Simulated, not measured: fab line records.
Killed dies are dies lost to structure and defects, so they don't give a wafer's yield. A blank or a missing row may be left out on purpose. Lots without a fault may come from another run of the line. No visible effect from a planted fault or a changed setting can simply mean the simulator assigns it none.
Which tool did it? + flow sky130 + 6 lots (18 wafers sampled), 1 step of a 708-step route

WHAT EACH GAUGE READ, for each wafer
SKY_SONOS_TUNNEL_CD_MEAS_07: target cd 410 nm.
| lot  | measured     | on        | cd_nm (nm)        |
|------|--------------|-----------|-------------------|
| L846 | day 12 15:06 | cd_sem-02 | 407.0 406.2 410.3 |
| L848 | day 13 10:06 | cd_sem-01 | 411.0 409.4 410.8 |
| L851 | day 14 00:38 | cd_sem-02 | 409.2 409.8 410.9 |
| L853 | day 14 23:00 | cd_sem-01 | 405.5 404.3 404.0 |
| L861 | day 17 13:25 | cd_sem-01 | 406.0 405.9 406.4 |
| L866 | day 19 01:47 | cd_sem-02 | 410.9 409.1 409.2 |

TOOL THAT RAN EACH LOT (tool first, then ch and the chambers of the sampled wafers, then the start)
No process step before these readings appears in the record.

THE ANSWER, worked out from the rows above alone
Rule: usual is defined by the lots themselves. The widest of any qualifying gaps counts: lots, ordered by their means at a reading, are off when they make up no more than a third of the lots, leave a main group of 4 or more, and stand apart from it by 3 or more times the standard deviation of that group's means. A main group is skipped when, at the precision printed for the reading in the tables above, its means are all equal. A lot without any number at a reading at which 4 lots or more have one is off too. The other lots that the step has rows for count as sound.
No lot is off on any of the readings shown, so nothing can be concluded from this.

WHAT THE SIMULATOR HAD INSERTED
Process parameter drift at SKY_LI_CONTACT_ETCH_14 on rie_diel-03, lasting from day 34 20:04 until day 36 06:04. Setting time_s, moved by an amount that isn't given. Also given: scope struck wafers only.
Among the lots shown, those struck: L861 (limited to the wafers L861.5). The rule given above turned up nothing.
